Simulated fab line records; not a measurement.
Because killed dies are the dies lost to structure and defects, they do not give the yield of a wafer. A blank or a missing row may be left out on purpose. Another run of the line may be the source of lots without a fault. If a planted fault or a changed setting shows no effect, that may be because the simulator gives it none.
One fault seen from 2 desks + flow gf180mcu + each desk holds nothing but its own numbers, with what lay behind them at the end

== AT THE TOOL OWNER'S DESK: pvdSputter-03 ==
The tool's own readings at GF_M3_SPUTTER_02 (material AlCu, target thk 450 nm, time 23.9 s): means of the sampled wafers that have a number, for each lot that ran on this tool. The brackets show how far a lot's mean lies from the usual mean; more than 4 standard deviations puts the lot out of limits, marked OUT.
Columns: A = throttleValvePct at GF_M3_SPUTTER_02, usual 30.2 %
| lot  | first seen here | A    |
|------|-----------------|------|
| L651 | day 20 06:08    | 30.6 |
| L654 | day 21 21:13    | 29.9 |
| L653 | day 22 03:35    | 29.2 |
| L664 | day 25 10:31    | 30.2 |
This desk found nothing out of limits on any of the 4 lots.

== AT THE METROLOGY DESK ==
What the gauges read, lot by lot, whatever tool the lot ran on: means of the sampled wafers that have a number. The brackets show how far a lot's mean lies from the usual mean; more than 4 standard deviations puts the lot out of limits, marked OUT.
Columns: A = M3_ALCU_RS at GF_M3_RS_MEAS_05, usual 0.0695 ohm/sq; B = M3_ALCU_THK at GF_M3_THK_MEAS_06, usual 448 nm
| lot  | first seen here | A                | B              |
|------|-----------------|------------------|----------------|
| L651 | day 20 06:17    | 0.0694           | 448            |
| L652 | day 20 16:04    | 0.0693           | 447            |
| L654 | day 21 21:18    | 0.0695           | 447            |
| L653 | day 22 03:44    | 0.0685           | 456            |
| L655 | day 22 18:03    | 0.0689           | 452            |
| L656 | day 23 07:05    | 0.0698           | 443            |
| L664 | day 25 10:36    | 0.0775 (+11) OUT | 410 (-7.2) OUT |
| L667 | day 26 07:37    | 0.0706           | 441            |
| L668 | day 26 15:50    | 0.0683           | 458            |
| L669 | day 26 22:22    | 0.0710           | 440            |
This desk finds L664 out of limits, with the earliest case on L664 at day 25 10:36 (M3_ALCU_RS at GF_M3_RS_MEAS_05). L651, L652, L654, L653, L655, L656, L667, L668, L669 stayed within limits.

== PUT TOGETHER ==
Metrology desk: alarm possible at day 25 10:36 on L664.
The tool owner's desk saw nothing out of limits.
The tool owner's desk has L664 on record, within its limits.
All the named lots went through GF_M3_SPUTTER_02 on pvdSputter-03.

== WHAT THE SIMULATOR HAD INSERTED ==
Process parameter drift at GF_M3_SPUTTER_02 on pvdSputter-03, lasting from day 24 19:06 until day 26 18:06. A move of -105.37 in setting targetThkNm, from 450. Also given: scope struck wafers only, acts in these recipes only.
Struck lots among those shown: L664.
Time in hours between the start of the fault and the first out-of-limits reading at each desk: metrology desk, 16.
